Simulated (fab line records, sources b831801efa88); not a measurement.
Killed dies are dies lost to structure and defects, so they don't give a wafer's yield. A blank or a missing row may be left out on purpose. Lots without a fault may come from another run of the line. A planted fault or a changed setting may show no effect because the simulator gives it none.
fab line records | flow sky130
record lots=24 wafers=72 last_day=50
route steps=708 shown VT_ADJUST_HVTP@93 LI_CONTACT@364 CONTACT@425 VIA1@473 METAL3@534 CAP2M@605
lots that met no fault: from a run of the same line without faults
start_h: hours from the record's first day to the start of the lot's first wafer shown | wait_h: hours since the lot's step before | " the same as in the row above | L1.1+2: a row that stands for several wafers | - no value, or no start given | * or withheld: withheld | < > ~ a bound
route shown NAME@n: a module of which the file shows steps, and the number in the route of the first | usual: mean/standard deviation of fault-free wafers | same: alike in all rows | chamber/n: place in a boat | sites: the reading at each site | _std_site: their standard deviation | _edge_site: outer sites' mean less inner sites' | radius_mm: how far each site lies from the wafer's centre | mask NAME#n: copy n | behind: the tool/chamber that last shaped the wafer | hold: why the lot was held/for how many hours/how that ended | device: the transistor (n, p or np) that didn't switch | end of line: the same wafers' tests at the end of the route | a step without rows: its recipe alone | killed: dies lost to structure and defects at the first sort, not the wafer's yield | map: a wafer's dies, x killed, . not, _ none there
set.NAME: the setting as run; set.NAME@STEP: as run at that earlier step | model.NAME: the simulator's own value behind a step, which no gauge read
steps of the route over a sample of lots; a table a step, a row a wafer
services: from which hour (start_h, from the record's first day; less than 0 if before it) a tool's chamber was out of use, for how many hours, and why
## steps
# step SKY_VT_ADJUST_HVTP_OVL_MEAS_08
# usual VT_ADJUST_HVTP_OVL=0.6/1.2
# columns lot.wafer tool chamber start_h wait_h VT_ADJUST_HVTP_OVL[nm]
L074.1 overlay-01 - 118.04 0.1 -1.1
L074.4 " - " " -0.3
L074.6 " - " " 2.2
L075.2 overlay-02 - 131.30 0.1 -1.5
L075.3 " - " " 0.6
L075.6 " - " " 0.4
L076.1 overlay-01 - 137.39 0.1 0.1
L076.3 " - " " 2.1
L076.6 " - " " 1.1
L077.1 overlay-01 - 143.74 0.1 0.0
L077.3 " - " " 3.0
L077.6 " - " " 0.0
L078.3 overlay-02 - 151.15 0.1 3.7
L078.4 " - " " 1.9
L078.6 " - " " 1.8
L079.1 overlay-01 - 155.59 0.1 0.4
L079.3 " - " " 0.7
L079.4 " - " " 1.5
L080.2 overlay-02 - 163.50 0.1 -1.3
L080.3 " - " " 2.0
L080.4 " - " " -1.5
L081.4 overlay-02 - 163.81 0.1 2.2
L081.5 " - " " 0.5
L081.6 " - " " 1.3
L082.1 overlay-01 - 172.09 0.1 0.1
L082.2 " - " " -0.2
L082.4 " - " " 0.3
L083.2 overlay-02 - 180.40 0.1 1.0
L083.5 " - " " 0.7
L083.6 " - " " 1.1
L084.3 overlay-01 - 192.95 0.1 2.0
L084.4 " - " " 0.6
L084.5 " - " " 2.4
L085.1 overlay-02 - 198.64 0.1 0.7
L085.3 " - " " 2.1
L085.4 " - " " 1.0
L086.4 overlay-02 - 204.98 0.1 -0.3
L086.5 " - " " 0.8
L086.6 " - " " 0.2
L087.1 overlay-01 - 209.94 0.1 -1.2
L087.2 " - " " 0.4
L087.5 " - " " 1.0
L088.1 overlay-02 - 213.24 0.1 -1.7
L088.2 " - " " 0.9
L088.3 " - " " 0.7
L089.2 overlay-02 - 221.60 0.1 0.5
L089.4 " - " " -1.2
L089.5 " - " " -0.3
L090.1 overlay-02 - 228.04 0.1 -0.2
L090.3 " - " " 2.1
L090.5 " - " " 0.3
L091.2 overlay-01 - 231.47 0.1 1.6
L091.3 " - " " 1.0
L091.4 " - " " -0.4
L092.3 overlay-02 - 238.65 0.1 -0.4
L092.4 " - " " 0.3
L092.6 " - " " -0.8
L093.1 overlay-01 - 240.86 0.1 0.2
L093.2 " - " " 1.3
L093.4 " - " " 3.0
L094.1 overlay-01 - 246.51 0.1 -1.3
L094.2 " - " " -1.1
L094.4 " - " " 0.5
L095.3 overlay-02 - 252.32 0.1 -1.2
L095.5 " - " " -0.5
L095.6 " - " " -1.9
L096.2 overlay-02 - 261.21 0.1 1.3
L096.4 " - " " 1.0
L096.6 " - " " 0.9
L097.1 overlay-02 - 266.64 0.1 0.4
L097.3 " - " " 0.7
L097.6 " - " " 1.0
# step SKY_LI_CONTACT_CMP_02
# recipe material=PSG down_force_psi=4 platen_rpm=60 pad_velocity_m_s=0.94248
# usual motor_current_A=12.1/0.91 time_to_endpoint_s=32.2/2.6
# columns lot.wafer tool chamber start_h wait_h motor_current_A time_to_endpoint_s
L074.4 cmp-02 2 636.91 0.1 10.9 30.8
L074.1 " 0 " " 13.4 33.2
L074.6 " 1 " " 12.7 32.7
L075.2 cmp-02 2 653.77 0.0 11.5 31.5
L075.3 " 1 " " 13.5 35.2
L075.6 " 2 " " 11.4 32.2
L076.1 cmp-02 3 666.55 0.1 12.8 34.5
L076.3 " 0 " " 13.0 35.7
L076.6 " 2 " " 10.8 32.0
L077.1 cmp-01 1 674.16 0.1 13.1 27.3
L077.3 " 2 " " 10.8 32.9
L077.6 " 1 " " 12.6 31.3
L078.3 cmp-01 2 680.79 0.0 11.0 33.1
L078.4 " 1 " " 12.4 34.7
L078.6 " 3 " " 11.1 31.4
L079.4 cmp-01 2 692.22 0.1 10.3 31.8
L079.1 " 3 " " 11.4 28.9
L079.3 " 0 " " 11.3 32.9
L080.4 cmp-02 3 700.30 0.0 12.1 31.2
L080.3 " 0 " " 13.0 36.3
L080.2 " 1 " " 12.1 29.8
L082.4 cmp-02 3 716.08 0.0 12.1 33.4
L082.1 " 0 " " 13.9 31.9
L082.2 " 1 " " 13.2 32.8
L081.4 cmp-02 1 717.64 0.0 14.1 30.4
L081.6 " 1 " " 13.5 33.3
L081.5 " 2 " " 11.2 29.2
L083.2 cmp-02 1 722.13 0.1 13.6 34.3
L083.6 " 3 " " 11.9 29.4
L083.5 " 0 " " 12.7 35.2
L084.4 cmp-02 2 740.00 0.1 11.7 28.8
L084.3 " 3 " " 11.9 28.2
L084.5 " 2 " " 11.5 31.2
L085.3 cmp-02 3 742.30 0.0 11.5 30.5
L085.4 " 0 " " 12.8 31.8
L085.1 " 1 " " 12.6 29.6
L086.4 cmp-02 1 750.40 0.1 12.9 32.0
L086.6 " 3 " " 12.0 34.3
L086.5 " 0 " " 13.2 35.5
L087.2 cmp-01 2 758.33 0.0 10.7 36.1
L087.1 " 1 " " 12.8 30.0
L087.5 " 3 " " 12.1 31.3
L088.2 cmp-02 0 765.54 0.0 13.4 37.1
L088.1 " 1 " " 12.2 35.1
L088.3 " 2 " " 11.5 32.6
L089.4 cmp-01 1 777.20 0.1 12.6 33.4
L089.2 " 2 " " 10.8 32.7
L089.5 " 3 " " 12.4 32.7
L090.3 cmp-02 0 785.18 0.0 13.0 35.2
L090.1 " 3 " " 11.7 30.3
L090.5 " 0 " " 12.5 31.6
L091.4 cmp-01 0 786.72 0.0 12.1 27.9
L091.2 " 1 " " 13.3 25.8
L091.3 " 2 " " 11.1 32.1
L092.3 cmp-02 1 795.27 0.1 13.1 35.2
L092.4 " 2 " " 11.3 34.9
L092.6 " 3 " " 11.8 34.6
L093.1 cmp-01 0 800.00 0.1 11.5 29.6
L093.2 " 1 " " 13.2 31.3
L093.4 " 2 " " 10.9 32.4
L094.4 cmp-02 1 805.22 0.1 13.2 33.0
L094.2 " 2 " " 11.7 31.2
L094.1 " 3 " " 11.7 33.9
L095.3 cmp-01 3 809.30 0.1 12.0 31.6
L095.6 " 2 " " 10.8 33.9
L095.5 " 3 " " 11.5 28.4
L096.4 cmp-01 1 818.82 0.0 13.3 29.5
L096.2 " 0 " " 11.7 30.0
L096.6 " 1 " " 12.9 28.4
L097.3 cmp-01 2 825.94 0.1 10.2 32.4
L097.1 " 0 " " 11.6 33.4
L097.6 " 1 " " 13.0 33.4
# step SKY_CONTACT_STRIP_19
# recipe chemistry=O2/N2 power_w=1400 pressure_mtorr=1500 platen_temp_c=withheld o2_flow_sccm=3000 n2_flow_sccm=300 overash_fraction=0.5
# usual drypump_motor_current_A=5.5/0.36 oes_product_au=0.381/0.0044 strip_time_to_endpoint_s=3.62/0.033
# columns lot.wafer tool chamber start_h wait_h drypump_motor_current_A oes_product_au rf_hours_counter_h strip_time_to_endpoint_s
L074.1 plasma_asher-04 0 725.24 - 6.0 0.379 96 3.63
L074.4 " 0 " " 6.0 0.391 - 3.61
L074.6 " 0 " " 6.0 0.379 - 3.65
L075.2 plasma_asher-04 1 742.79 - 5.0 0.384 0 3.62
L075.3 " 0 " " 6.0 0.388 - 3.66
L075.6 " 1 " " 5.0 0.375 - 3.63
L076.1 plasma_asher-04 0 753.17 - 6.0 0.384 1 3.62
L076.3 " 1 " " 5.0 0.375 - 3.56
L076.6 " 0 " " 6.0 0.373 - 3.56
L077.1 plasma_asher-02 0 760.76 - 5.6 0.381 65 3.63
L077.3 " 1 " " 5.2 0.385 - 3.65
L077.6 " 0 " " 5.6 0.375 - 3.61
L078.3 plasma_asher-04 1 768.12 - 5.0 0.378 - 3.64
L078.4 " 0 " " 6.0 0.380 - 3.60
L078.6 " 0 " " 6.0 0.378 - 3.66
L079.1 plasma_asher-01 1 778.47 - 5.6 0.375 36 3.54
L079.3 " 0 " " 5.7 0.378 - 3.56
L079.4 " 1 " " 5.7 0.385 - 3.60
L080.2 plasma_asher-04 1 785.76 - 5.0 0.380 4 3.65
L080.3 " 1 " " 5.0 0.390 - 3.65
L080.4 " 0 " " 6.0 0.379 - 3.62
L082.1 plasma_asher-04 1 800.97 - 5.0 0.378 6 3.61
L082.2 " 0 " " 5.9 0.372 6 3.56
L082.4 " 0 " " 6.0 0.379 - 3.63
L081.4 plasma_asher-02 1 801.64 - 5.2 0.377 - 3.61
L081.5 " 1 " " 5.3 0.383 - 3.64
L081.6 " 0 " " 5.7 0.392 - 3.67
L083.2 plasma_asher-04 0 806.04 - 6.0 0.392 6 3.66
L083.5 " 0 " " 6.0 0.376 - 3.61
L083.6 " 1 " " 5.0 0.382 - 3.63
L084.3 plasma_asher-04 1 823.92 - 5.0 0.387 - 3.60
L084.4 " 0 " " 6.0 0.374 - 3.51
L084.5 " 1 " " 5.0 0.375 - 3.61
L085.1 plasma_asher-01 1 826.16 - 5.6 0.380 41 3.55
L085.3 " 1 " " 5.6 0.390 - 3.62
L085.4 " 0 " " 5.7 0.381 - 3.62
L086.4 plasma_asher-01 1 834.19 - 5.6 0.386 - 3.68
L086.5 " 0 " " 5.7 0.386 - 3.64
L086.6 " 1 " " 5.7 0.381 - 3.65
L087.1 plasma_asher-02 0 843.32 - 5.6 0.380 72 3.67
L087.2 " 1 " " 5.3 0.380 72 3.62
L087.5 " 1 " " 5.2 0.382 - 3.64
L088.1 plasma_asher-04 0 848.61 - 6.0 0.383 10 3.65
L088.2 " 1 " " 5.0 0.382 10 3.67
L088.3 " 0 " " 6.0 0.383 - 3.65
L089.2 plasma_asher-04 0 859.59 - 6.0 0.375 12 3.63
L089.4 " 1 " " 5.0 0.384 - 3.56
L089.5 " 1 " " 5.0 0.380 - 3.55
L090.1 plasma_asher-02 1 867.32 - 5.2 0.375 75 3.61
L090.3 " 0 " " 5.6 0.384 - 3.63
L090.5 " 0 " " 5.6 0.383 - 3.61
L091.2 plasma_asher-02 1 868.77 - 5.3 0.381 75 3.63
L091.3 " 0 " " 5.6 0.378 - 3.57
L091.4 " 1 " " 5.2 0.382 - 3.60
L092.3 plasma_asher-04 1 877.41 - 5.0 0.376 - 3.64
L092.4 " 0 " " 6.0 0.376 - 3.59
L092.6 " 1 " " 5.0 0.385 - 3.62
L093.1 plasma_asher-01 0 881.63 - 5.7 0.382 47 3.63
L093.2 " 1 " " 5.7 0.386 47 3.63
L093.4 " 0 " " 5.7 0.377 - 3.61
L094.1 plasma_asher-04 0 886.21 - 6.0 0.383 14 3.64
L094.2 " 1 " " 5.0 0.379 14 3.64
L094.4 " 1 " " 5.0 0.382 - 3.65
L095.3 plasma_asher-02 1 891.03 - 5.2 0.385 - 3.67
L095.5 " 0 " " 5.6 0.385 - 3.67
L095.6 " 1 " " 5.2 0.384 - 3.69
L096.2 plasma_asher-01 1 900.31 - 5.6 0.371 47 3.54
L096.4 " 1 " " 5.6 0.381 - 3.64
L096.6 " 1 " " 5.6 0.380 - 3.56
L097.1 plasma_asher-02 0 907.23 - 5.7 0.387 79 3.64
L097.3 " 0 " " 5.6 0.383 - 3.63
L097.6 " 1 " " 5.3 0.380 - 3.67
# step SKY_VIA1_ETCH_15
# recipe target=SiO2 chemistry=C4F8/O2/Ar target_depth_nm=351 stop_on=TiN mask_material=KrF-thick source_w=1500 bias_w=1200 pressure_mtorr=40 c4f8_flow_sccm=withheld O2_flow_sccm=6 Ar_flow_sccm=300 time_s=54
# usual oes_product_au=0.981/0.0056 rf_fwd_power_W=1486/6.4
# columns lot.wafer tool chamber start_h wait_h oes_product_au rf_fwd_power_W rf_hours_counter_h
L074.1 rie_diel-02 2 782.37 0.0 0.983 1485 15
L074.4 " 1 " " 0.981 1494 22
L074.6 " 1 " " 0.970 1485 -
L075.2 rie_diel-02 3 799.42 0.0 0.987 1478 10
L075.3 " 1 " " 0.982 1488 23
L075.6 " 3 " " 0.974 1480 -
L076.1 rie_diel-02 2 809.95 0.0 0.986 1475 16
L076.3 " 1 " " 0.980 1483 23
L076.6 " 3 " " 0.986 1474 -
L077.1 rie_diel-01 0 817.57 0.0 0.982 1494 3
L077.3 " 2 " " 0.983 1491 2
L077.6 " 2 " " 0.984 1488 -
L078.3 rie_diel-02 2 824.37 0.0 0.984 1475 17
L078.4 " 1 " " 0.976 1494 -
L078.6 " 0 " " 0.989 1480 -
L079.1 rie_diel-01 2 834.42 0.0 0.980 1491 2
L079.3 " 3 " " 0.988 1489 3
L079.4 " 0 " " 0.972 1491 4
L080.2 rie_diel-01 0 842.40 0.0 0.972 1486 4
L080.3 " 3 " " 0.984 1491 4
L080.4 " 2 " " 0.983 1493 3
L082.1 rie_diel-03 3 856.50 0.0 0.985 1492 11
L082.2 " 0 " " 0.983 1494 6
L082.4 " 1 " " 0.978 1486 2
L081.4 rie_diel-02 2 856.85 0.0 0.985 1470 18
L081.5 " 1 " " 0.975 1493 -
L081.6 " 0 " " 0.980 1489 -
L083.2 rie_diel-03 2 861.25 0.0 0.983 1484 15
L083.5 " 0 " " 0.972 1492 -
L083.6 " 1 " " 0.977 1491 -
L084.3 rie_diel-03 3 878.92 0.0 0.989 1494 12
L084.4 " 3 " " 0.986 1494 -
L084.5 " 1 " " 0.982 1483 -
L085.1 rie_diel-02 2 881.62 0.0 0.978 1478 18
L085.3 " 3 " " 0.979 1478 13
L085.4 " 1 " " 0.972 1484 25
L086.4 rie_diel-01 0 889.82 0.0 0.982 1484 5
L086.5 " 0 " " 0.969 1495 -
L086.6 " 3 " " 0.978 1490 -
L087.1 rie_diel-03 0 897.52 0.0 0.978 1493 7
L087.2 " 1 " " 0.988 1483 4
L087.5 " 0 " " 0.974 1491 -
L088.1 rie_diel-02 1 902.52 0.0 0.970 1485 27
L088.2 " 3 " " 0.979 1471 14
L088.3 " 2 " " 0.990 1489 19
L089.2 rie_diel-02 3 914.17 0.0 0.989 1473 14
L089.4 " 1 " " 0.981 1488 27
L089.5 " 2 " " 0.984 1477 -
L090.1 rie_diel-02 2 920.72 0.0 0.987 1478 20
L090.3 " 0 " " 0.976 1480 19
L090.5 " 0 " " 0.985 1479 -
L091.2 rie_diel-02 3 922.77 0.0 0.986 1479 14
L091.3 " 1 " " 0.979 1492 27
L091.4 " 2 " " 0.990 1483 20
L092.3 rie_diel-03 0 930.67 0.0 0.976 1491 8
L092.4 " 3 " " 0.983 1485 14
L092.6 " 1 " " 0.983 1489 -
L093.1 rie_diel-03 0 934.77 0.0 0.980 1489 8
L093.2 " 1 " " 0.985 1483 5
L093.4 " 2 " " 0.977 1480 16
L094.1 rie_diel-03 2 939.17 0.0 0.974 1492 16
L094.2 " 3 " " 0.986 1505 14
L094.4 " 0 " " 0.982 1493 9
L095.3 rie_diel-02 0 944.80 0.0 0.978 1487 19
L095.5 " 0 " " 0.974 1480 -
L095.6 " 3 " " 0.985 1480 -
L096.2 rie_diel-01 3 953.17 0.0 0.978 1490 7
L096.4 " 0 " " 0.979 1489 7
L096.6 " 2 " " 0.980 1489 -
L097.1 rie_diel-03 3 958.75 0.0 0.987 1492 14
L097.3 " 2 " " 0.967 1493 17
L097.6 " 3 " " 0.982 1483 -
# step SKY_METAL3_SPUTTER_02
# recipe material=AlCu target_thk_nm=735 power_w=10600 time_s=39.1 chamber_pressure_pa=0.4
# usual throttle_valve_pct=29.3/0.91
# columns lot.wafer tool chamber start_h wait_h throttle_valve_pct
L074.1 pvd_sputter-03 - 840.30 0.0 31.5
L074.4 " - " " 30.3
L074.6 " - " " 31.2
L075.2 pvd_sputter-02 - 856.71 0.0 29.6
L075.3 " - " " 27.6
L075.6 " - " " 29.7
L076.1 pvd_sputter-02 - 866.93 0.0 29.8
L076.3 " - " " 29.0
L076.6 " - " " 29.6
L077.1 pvd_sputter-02 - 874.80 0.0 29.6
L077.3 " - " " 29.8
L077.6 " - " " 29.3
L078.3 pvd_sputter-02 - 881.75 0.0 29.2
L078.4 " - " " 29.9
L078.6 " - " " 29.3
L079.1 pvd_sputter-02 - 891.33 0.0 29.7
L079.3 " - " " 28.9
L079.4 " - " " 27.6
L080.2 pvd_sputter-02 - 898.81 0.0 27.6
L080.3 " - " " 29.6
L080.4 " - " " 29.2
L082.1 pvd_sputter-02 - 911.85 0.0 29.8
L082.2 " - " " 27.6
L082.4 " - " " 29.6
L081.4 pvd_sputter-02 - 912.33 0.0 29.7
L081.5 " - " " 29.0
L081.6 " - " " 29.4
L083.2 pvd_sputter-02 - 917.21 0.0 29.7
L083.5 " - " " 27.8
L083.6 " - " " 29.0
L084.3 pvd_sputter-03 - 934.10 0.0 29.2
L084.4 " - " " 31.3
L084.5 " - " " 31.8
L085.1 pvd_sputter-04 - 935.56 0.0 29.8
L085.3 " - " " 29.2
L085.4 " - " " 28.8
L086.4 pvd_sputter-02 - 944.22 0.0 29.9
L086.5 " - " " 29.4
L086.6 " - " " 27.5
L087.1 pvd_sputter-04 - 952.15 0.0 28.8
L087.2 " - " " 29.0
L087.5 " - " " 29.0
L088.1 pvd_sputter-03 - 955.70 0.0 31.7
L088.2 " - " " 29.8
L088.3 " - " " 28.5
L089.2 pvd_sputter-02 - 967.74 0.0 29.7
L089.4 " - " " 29.2
L089.5 " - " " 29.4
L090.1 pvd_sputter-03 - 973.58 0.0 28.9
L090.3 " - " " 29.5
L090.5 " - " " 31.5
L091.2 pvd_sputter-02 - 974.65 0.0 29.5
L091.3 " - " " 27.9
L091.4 " - " " 29.6
L092.3 pvd_sputter-04 - 982.71 0.0 29.8
L092.4 " - " " 30.0
L092.6 " - " " 29.2
L093.1 pvd_sputter-04 - 987.58 0.0 29.8
L093.2 " - " " 29.0
L093.4 " - " " 28.9
L094.1 pvd_sputter-02 - 992.22 0.0 29.7
L094.2 " - " " 29.3
L094.4 " - " " 29.0
L095.3 pvd_sputter-02 - 997.07 0.0 29.3
L095.5 " - " " 29.1
L095.6 " - " " 27.7
L096.2 pvd_sputter-04 - 1004.24 0.0 29.5
L096.4 " - " " 29.0
L096.6 " - " " 29.1
L097.1 pvd_sputter-02 - 1010.80 0.0 27.6
L097.3 " - " " 29.9
L097.6 " - " " 29.8
# step SKY_CAP2M_SPUTTER_02
# recipe material=TiN target_thk_nm=200 temp_c=300 power_w=6500 time_s=166.7 chamber_pressure_pa=0.4
# usual susceptor_temp_C=299.96/0.19 throttle_valve_pct=29.6/0.98
# columns lot.wafer tool chamber start_h wait_h susceptor_temp_C throttle_valve_pct
L074.1 pvd_sputter-04 - 920.80 0.1 300.23 28.8
L074.4 " - " " 299.50 29.6
L074.6 " - " " 299.92 29.0
L075.2 pvd_sputter-03 - 937.19 0.0 300.16 30.4
L075.3 " - " " 299.82 28.9
L075.6 " - " " 299.88 28.9
L076.1 pvd_sputter-03 - 946.75 0.1 300.08 29.8
L076.3 " - " " 300.01 31.4
L076.6 " - " " 300.17 31.1
L077.1 pvd_sputter-02 - 953.63 0.1 300.00 27.2
L077.3 " - " " 299.92 29.7
L077.6 " - " " 299.88 27.4
L078.3 pvd_sputter-02 - 960.49 0.0 299.68 29.5
L078.4 " - " " 299.75 29.6
L078.6 " - " " 299.83 29.6
L079.1 pvd_sputter-02 - 969.12 0.1 300.02 29.4
L079.3 " - " " 299.93 27.7
L079.4 " - " " 300.00 29.5
L080.2 pvd_sputter-02 - 975.47 0.0 300.20 29.6
L080.3 " - " " 300.00 29.8
L080.4 " - " " 300.09 29.0
L082.1 pvd_sputter-04 - 988.41 0.1 299.75 29.0
L082.2 " - " " 299.83 29.9
L082.4 " - " " 300.26 29.8
L081.4 pvd_sputter-03 - 989.33 0.0 299.81 28.8
L081.5 " - " " 300.02 29.6
L081.6 " - " " 300.23 31.4
L083.2 pvd_sputter-02 - 994.12 0.0 299.50 27.5
L083.5 " - " " 300.02 29.6
L083.6 " - " " 299.91 29.1
L084.3 pvd_sputter-04 - 1008.64 0.0 300.01 29.7
L084.4 " - " " 300.00 29.0
L084.5 " - " " 300.20 29.6
L085.1 pvd_sputter-03 - 1010.62 0.1 299.96 30.4
L085.3 " - " " 299.85 31.4
L085.4 " - " " 300.07 29.5
L086.4 pvd_sputter-04 - 1019.77 0.1 299.84 29.8
L086.5 " - " " 299.89 28.6
L086.6 " - " " 299.50 29.0
L087.1 pvd_sputter-02 - 1027.33 0.1 299.36 27.7
L087.2 " - " " 299.87 29.4
L087.5 " - " " 300.10 29.6
L088.1 pvd_sputter-02 - 1028.62 0.1 300.05 27.7
L088.2 " - " " 299.99 29.2
L088.3 " - " " 300.16 29.7
L089.2 pvd_sputter-03 - 1040.82 0.0 299.87 30.0
L089.4 " - " " 299.80 28.7
L089.5 " - " " 299.93 31.1
L090.1 pvd_sputter-03 - 1046.33 0.1 300.16 30.7
L090.3 " - " " 300.24 29.6
L090.5 " - " " 300.13 30.4
L091.2 pvd_sputter-03 - 1048.31 0.0 300.02 30.4
L091.3 " - " " 299.94 31.4
L091.4 " - " " 299.92 29.3
L092.3 pvd_sputter-03 - 1054.18 0.0 300.05 29.5
L092.4 " - " " 299.86 30.5
L092.6 " - " " 300.04 29.7
L093.1 pvd_sputter-03 - 1060.02 0.1 300.14 28.8
L093.2 " - " " 300.08 31.2
L093.4 " - " " 299.85 30.3
L094.1 pvd_sputter-03 - 1063.21 0.1 300.00 31.5
L094.2 " - " " 299.67 28.8
L094.4 " - " " 300.45 29.4
L095.3 pvd_sputter-03 - 1067.73 0.0 299.90 30.5
L095.5 " - " " 299.70 31.6
L095.6 " - " " 299.75 28.8
L096.2 pvd_sputter-03 - 1074.31 0.0 299.97 29.6
L096.4 " - " " 299.65 30.5
L096.6 " - " " 299.91 30.4
L097.1 pvd_sputter-03 - 1080.72 0.1 299.70 28.6
L097.3 " - " " 300.11 30.1
L097.6 " - " " 299.62 28.7
## services
# columns tool chamber start_h hours kind
plasma_asher-04 - 627.14 42.1 repair
plasma_asher-04 - 667.01 6.2 repair
pvd_sputter-03 - 698.06 3.5 repair
pvd_sputter-02 - 721.29 0.9 repair
plasma_asher-04 - 733.75 9.0 pm
pvd_sputter-02 - 739.33 5.9 repair
cmp-02 - 754.07 1.5 repair
pvd_sputter-02 - 770.39 3.0 repair
cmp-02 - 774.28 4.3 pm
cmp-02 - 788.82 0.9 repair
cmp-02 - 824.78 1.7 repair
cmp-02 - 845.78 6.2 repair
pvd_sputter-02 - 849.06 1.5 repair
cmp-02 - 861.20 2.7 pm
plasma_asher-04 - 888.23 1.2 repair
pvd_sputter-03 - 891.68 1.9 repair
plasma_asher-04 - 895.32 0.3 repair
cmp-02 - 912.28 4.0 pm
pvd_sputter-02 - 930.75 5.9 repair
pvd_sputter-02 - 970.92 0.8 repair
pvd_sputter-02 - 1012.24 4.2 repair
cmp-02 - 1017.92 1.8 repair
pvd_sputter-02 - 1036.83 2.9 repair
pvd_sputter-02 - 1079.05 4.1 repair
## key
fault none
